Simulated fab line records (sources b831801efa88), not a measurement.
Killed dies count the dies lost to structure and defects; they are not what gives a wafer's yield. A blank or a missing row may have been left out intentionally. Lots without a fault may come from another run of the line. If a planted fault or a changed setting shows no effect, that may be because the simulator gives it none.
Which tool is to blame? / flow sky130 / Sampling: 7 lots, 21 wafers, 2 of 708 route steps

## WHAT THE GAUGES READ, wafer by wafer
SKY_GATE_OXIDE_OVL_MEAS_10.
lot=L513; measured=day 14 06:34; on=overlay-02; GATE_OXIDE_OVL (nm)=1.2 1.0 1.9
lot=L516; measured=day 15 05:46; on=overlay-01; GATE_OXIDE_OVL (nm)=0.2 0.4 -0.5
lot=L519; measured=day 16 02:43; on=overlay-02; GATE_OXIDE_OVL (nm)=3.2 2.0 2.2
lot=L523; measured=day 17 17:10; on=overlay-02; GATE_OXIDE_OVL (nm)=1.4 1.7 1.9
lot=L529; measured=day 19 23:31; on=overlay-01; GATE_OXIDE_OVL (nm)=1.2 0.2 2.6
lot=L531; measured=day 20 12:13; on=overlay-02; GATE_OXIDE_OVL (nm)=1.4 0.5 1.5
lot=L533; measured=day 21 12:50; on=overlay-02; GATE_OXIDE_OVL (nm)=-1.6 1.2 0.1

## WHAT TOOL EACH LOT RAN ON (gives the tool, then ch and the chambers of the sampled wafers, and finally the start)
lot=L513; SKY_VT_ADJUST_NCORE_DEVELOP_06=litho track-01 ch 0, day 8 23:52
lot=L516; SKY_VT_ADJUST_NCORE_DEVELOP_06=litho track-01 ch 0, day 9 23:40
lot=L519; SKY_VT_ADJUST_NCORE_DEVELOP_06=litho track-02 ch 0, day 10 17:20
lot=L523; SKY_VT_ADJUST_NCORE_DEVELOP_06=litho track-01, day 11 22:04
lot=L529; SKY_VT_ADJUST_NCORE_DEVELOP_06=litho track-01 ch 0, day 13 16:58
lot=L531; SKY_VT_ADJUST_NCORE_DEVELOP_06=litho track-03 ch 0, day 14 03:28
lot=L533; SKY_VT_ADJUST_NCORE_DEVELOP_06=litho track-01 ch 0, day 14 16:42
- SKY_VT_ADJUST_NCORE_DEVELOP_06: develop time 60 s.

## THE ANSWER, worked out from the rows above alone
Rule: what is usual is taken from the lots themselves. Put in order of their means at a reading, lots are off if they are a third of the lots or fewer, leave a main group of 4 or more, and stand apart from it by a gap of 3 or more times the standard deviation of the main group's means; of several such gaps the widest counts. A main group whose means are all the same, to the digits that the tables above print for the reading, isn't used. A lot without any number at a reading at which 4 lots or more have one is off too. Where the step has rows for the other lots, those lots are counted as sound.
None of the lots is off at any reading shown; this tells nothing.

## WHAT THE SIMULATOR HAD INSERTED
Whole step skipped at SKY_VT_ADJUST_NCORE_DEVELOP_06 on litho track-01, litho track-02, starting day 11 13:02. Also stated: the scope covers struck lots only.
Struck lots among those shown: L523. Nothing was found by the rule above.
